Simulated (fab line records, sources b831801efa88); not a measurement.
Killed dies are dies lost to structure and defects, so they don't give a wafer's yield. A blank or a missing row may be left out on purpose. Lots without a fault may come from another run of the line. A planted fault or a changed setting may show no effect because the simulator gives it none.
Which tool did it? | flow gf180mcu | 13 lots, 39 wafers sampled, at 6 steps of a route of 602

WHAT THE GAUGES READ, wafer by wafer
GF_CONTACT_THK_MEAS_01.
lot  | measured     | on            | CONTACT_CVD_00_THK (nm)
L820 | day 16 01:30 | film_metro-02 | 292 300 296
L821 | day 16 09:35 | film_metro-01 | 298 298 297
L822 | day 16 11:11 | film_metro-03 | 299 296 293
L823 | day 16 17:58 | film_metro-01 | 298 293 297
L825 | day 17 08:26 | film_metro-03 | 300 301 304
L828 | day 18 15:17 | film_metro-03 | 297 298 304
L827 | day 18 15:32 | film_metro-02 | 305 303 303
L829 | day 18 18:17 | film_metro-02 | 303 301 304
L831 | day 19 10:11 | film_metro-03 | 302 298 296
L832 | day 20 04:57 | film_metro-02 | 296 304 300
L835 | day 20 21:53 | film_metro-03 | 297 293 298
L839 | day 22 15:04 | film_metro-03 | 143 302 143
L840 | day 22 20:24 | film_metro-03 | 305 302 304

GF_CONTACT_CD_MEAS_14: target cd 220 nm.
lot  | measured     | on        | cd_nm (nm)
L820 | day 17 00:22 | cd_sem-02 | 221.2 221.3 221.4
L821 | day 17 08:19 | cd_sem-01 | 217.1 219.0 217.5
L822 | day 17 10:20 | cd_sem-01 | 217.5 217.3 218.2
L823 | day 17 17:22 | cd_sem-01 | 218.2 219.4 219.1
L825 | day 18 08:16 | cd_sem-01 | 219.5 219.1 218.3
L828 | day 19 15:40 | cd_sem-02 | 221.9 221.1 221.9
L827 | day 19 17:53 | cd_sem-01 | 219.0 218.0 219.3
L829 | day 19 19:37 | cd_sem-01 | 219.9 220.0 219.3
L831 | day 20 11:13 | cd_sem-01 | 220.4 220.0 221.0
L832 | day 21 05:52 | cd_sem-02 | 220.4 220.4 220.8
L835 | day 21 22:06 | cd_sem-02 | 217.6 219.1 217.5
L839 | day 23 14:14 | cd_sem-01 | 220.1 219.5 220.3
L840 | day 23 19:37 | cd_sem-02 | 221.1 220.6 220.7

GF_CONTACT_OVL_MEAS_15.
lot  | measured     | on         | CONTACT_OVL (nm)
L820 | day 17 00:29 | overlay-01 | -13 -9 -4
L821 | day 17 08:26 | overlay-02 | -3 0 -2
L822 | day 17 10:26 | overlay-01 | -3 6 5
L823 | day 17 17:29 | overlay-01 | -3 -8 5
L825 | day 18 08:23 | overlay-01 | -5 -6 5
L828 | day 19 15:47 | overlay-02 | -6 5 -4
L827 | day 19 17:59 | overlay-01 | 4 -6 -3
L829 | day 19 19:42 | overlay-02 | 1 -6 4
L831 | day 20 11:20 | overlay-01 | -4 2 3
L832 | day 21 05:59 | overlay-02 | 0 -3 4
L835 | day 21 22:13 | overlay-02 | -6 -3 1
L839 | day 23 14:20 | overlay-02 | 5 5 3
L840 | day 23 19:44 | overlay-02 | -2 1 4

GF_V1_THK_MEAS_03.
lot  | measured     | on            | V1_CVD_02_THK (nm)
L820 | day 18 02:57 | film_metro-03 | 845 847 848
L821 | day 18 09:59 | film_metro-02 | 844 846 852
L822 | day 18 12:39 | film_metro-02 | 847 855 854
L823 | day 18 19:32 | film_metro-03 | 857 847 861
L825 | day 19 10:39 | film_metro-02 | 850 852 868
L828 | day 20 18:41 | film_metro-04 | 838 863 862
L827 | day 20 21:07 | film_metro-02 | 836 840 839
L829 | day 20 22:52 | film_metro-02 | 841 863 859
L831 | day 21 13:47 | film_metro-02 | 855 842 863
L832 | day 22 07:33 | film_metro-02 | 855 850 863
L835 | day 22 23:43 | film_metro-03 | 848 864 867
L839 | day 24 15:19 | film_metro-03 | 856 860 891
L840 | day 24 19:55 | film_metro-02 | 819 853 836

WHICH TOOL RAN EACH LOT (tool, then ch and the chambers of the sampled wafers, then the start)
lot  | GF_CONTACT_CVD_00                | GF_CONTACT_ETCH_17
L820 | hdpcvd-01 ch 0,1,2, day 16 01:28 | rie_diel-04 ch 1,2, day 18 02:57 or earlier
L821 | hdpcvd-01 ch 1,2, day 16 09:33   | rie_diel-04 ch 1,2,3, day 18 09:59 or earlier
L822 | hdpcvd-01 ch 0,1,2, day 16 11:08 | rie_diel-01 ch 0,1,3, day 18 12:39 or earlier
L823 | hdpcvd-01 ch 0,1,2, day 16 17:56 | rie_diel-02 ch 0,3, day 18 19:32 or earlier
L825 | hdpcvd-02 ch 0,1,2, day 17 08:23 | rie_diel-04 ch 0,2,3, day 19 10:39 or earlier
L828 | hdpcvd-01 ch 0,2, day 18 15:14   | rie_diel-01 ch 0,2,3, day 20 18:41 or earlier
L827 | hdpcvd-02 ch 0,1,2, day 18 15:28 | rie_diel-02 ch 0,2,3, day 20 21:07 or earlier
L829 | hdpcvd-02 ch 0,1,2, day 18 18:14 | rie_diel-04 ch 1,2,3, day 20 22:52 or earlier
L831 | hdpcvd-02 ch 1,2, day 19 10:08   | rie_diel-01 ch 0,1, day 21 13:47 or earlier
L832 | hdpcvd-01 ch 0,1,2, day 20 04:54 | rie_diel-02 ch 0,1,3, day 22 07:33 or earlier
L835 | hdpcvd-01 ch 0,2, day 20 21:50   | rie_diel-04 ch 0,1,3, day 22 23:43 or earlier
L839 | hdpcvd-01 ch 0,1, day 22 15:00   | rie_diel-02 ch 0,1,2, day 24 15:19 or earlier
L840 | hdpcvd-02 ch 0,2, day 22 20:22   | rie_diel-02 ch 0,1,3, day 24 19:55 or earlier
- GF_CONTACT_CVD_00: deposits SiO2, target thk 300 nm, time 50 s.
- GF_CONTACT_ETCH_17: etches SiO2 in C4F8/O2/Ar, stops on CoSi2, target depth 860 nm.

WHAT THE TOOLS THEMSELVES READ (means of the sampled wafers that have a number; where no wafer has one, the mark that the record gives instead)
GF_CONTACT_CVD_00.
lot  | tool      | sih4_flow_sccm (sccm)
L820 | hdpcvd-01 | 59.88
L821 | hdpcvd-01 | 59.92
L822 | hdpcvd-01 | 59.90
L823 | hdpcvd-01 | 59.90
L825 | hdpcvd-02 | 60.14
L828 | hdpcvd-01 | 59.99
L827 | hdpcvd-02 | 59.90
L829 | hdpcvd-02 | 60.14
L831 | hdpcvd-02 | 59.98
L832 | hdpcvd-01 | 60.00
L835 | hdpcvd-01 | 60.05
L839 | hdpcvd-01 | 40.08
L840 | hdpcvd-02 | 59.97

GF_CONTACT_ETCH_17.
lot  | tool        | oes_product_au (a.u.)
L820 | rie_diel-04 | 0.809
L821 | rie_diel-04 | 0.813
L822 | rie_diel-01 | 0.809
L823 | rie_diel-02 | 0.813
L825 | rie_diel-04 | 0.815
L828 | rie_diel-01 | 0.814
L827 | rie_diel-02 | 0.818
L829 | rie_diel-04 | 0.816
L831 | rie_diel-01 | 0.816
L832 | rie_diel-02 | 0.814
L835 | rie_diel-04 | 0.811
L839 | rie_diel-02 | 0.765
L840 | rie_diel-02 | 0.816

THE ANSWER, worked out from the rows above alone
Rule: what is usual is taken from the lots themselves. Put in order of their means at a reading, lots are off if they are a third of the lots or fewer, leave a main group of 4 or more, and stand apart from it by a gap of 3 or more times the standard deviation of the main group's means; of several such gaps the widest counts. A main group whose means are all the same, to the digits that the tables above print for the reading, isn't used. A lot without any number at a reading at which 4 lots or more have one is off too. The other lots that the step has rows for count as sound. The gauges are gone through in route order, then the tools' own readings, and for those a lot's mean is taken as printed above. The first step at which some lot is off is used, and at that step the reading that is off furthest; a lot without a number counts as furthest.
Off: L839, at GF_CONTACT_THK_MEAS_01 (CONTACT_CVD_00_THK). The main group: mean 299 nm, standard deviation 2.9.
A tool fits if, at a process step before that reading, it ran every lot that is off, and no sound lot after the first of them. The gauges at GF_CONTACT_THK_MEAS_01 aren't tried: what is off there is off at GF_CONTACT_CVD_00 too, on other tools, and a gauge's error can't cause that. One fits: hdpcvd-01 at GF_CONTACT_CVD_00. Its last sound lot is L835 (day 20 21:50), its first lot that is off L839 (day 22 15:00): a fault that began between those two fits.
The tool's own readings at GF_CONTACT_CVD_00 bear it out: on the lots that are off they differ by more than 5 times the standard deviation of the sound lots' means. sih4_flow_sccm reads 40.08 sccm there against 59.98 sccm on the sound lots.

WHAT THE SIMULATOR HAD PUT IN
Process parameter drift: hdpcvd-01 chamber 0, from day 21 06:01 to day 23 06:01, at GF_CONTACT_CVD_00. Setting sih4_flow_sccm, moved by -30, from 60. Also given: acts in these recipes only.
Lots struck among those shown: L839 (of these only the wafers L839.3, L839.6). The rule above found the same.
